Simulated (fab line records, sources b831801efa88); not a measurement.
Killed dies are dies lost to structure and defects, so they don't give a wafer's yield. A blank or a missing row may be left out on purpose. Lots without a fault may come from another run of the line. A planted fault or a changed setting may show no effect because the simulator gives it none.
One fault seen from 2 desks | flow sky130 | each desk has only its own numbers; what lay behind them comes last

THE METROLOGY DESK
What the gauges read, lot by lot, whatever tool the lot ran on: means of the sampled wafers that have a number. A lot is out of limits, marked OUT, if its mean lies more than 4 standard deviations from the usual mean; the brackets give that distance.
Columns: A = METAL1_ALCU_RS at SKY_METAL1_RS_MEAS_05, usual 0.1271 ohm/sq
lot  | first seen here | A
L104 | day 31 20:14    | 0.1289
L105 | day 32 05:07    | 0.1282
L106 | day 32 11:36    | 0.1274
L107 | day 32 20:04    | 0.1288
L109 | day 33 10:23    | 0.1268
L110 | day 34 04:17    | 0.1265
L113 | day 35 01:08    | 0.1259
L112 | day 35 01:52    | 0.1270
L120 | day 37 15:19    | 0.1276
L121 | day 37 16:50    | 0.1253
L122 | day 38 00:11    | 0.1275
L124 | day 38 05:34    | 0.1264
L125 | day 38 17:12    | 0.1275
L126 | day 38 23:15    | 0.1277
This desk's finding: nothing out of limits on any of the 14 lots.

THE TOOL OWNER'S DESK: iline_stepper-01
The tool's own readings at SKY_VT_ADJUST_LVTN_EXPOSE_15 (exposes mask HVN STD DERIVED, target cd 600 nm): means of the sampled wafers that have a number, for each lot that ran on this tool. A lot is out of limits, marked OUT, if its mean lies more than 4 standard deviations from the usual mean; the brackets give that distance.
Columns: A = exposure_dose_mJ_cm2 at SKY_VT_ADJUST_LVTN_EXPOSE_15, usual 162.99; B = focus_offset_nm at SKY_VT_ADJUST_LVTN_EXPOSE_15, usual 0.0 nm; C = stage_vel_mm_s at SKY_VT_ADJUST_LVTN_EXPOSE_15, usual 500.04 mm/s
lot  | first seen here | A      | B    | C
L124 | day 13 04:29    | 163.01 | 0.3  | 499.85
L126 | day 13 19:04    | 163.20 | -0.6 | 500.38
This desk's finding: nothing out of limits on any of the 2 lots.

PUT TOGETHER
The metrology desk saw nothing out of limits.
The tool owner's desk saw nothing out of limits.

WHAT THE SIMULATOR HAD PUT IN
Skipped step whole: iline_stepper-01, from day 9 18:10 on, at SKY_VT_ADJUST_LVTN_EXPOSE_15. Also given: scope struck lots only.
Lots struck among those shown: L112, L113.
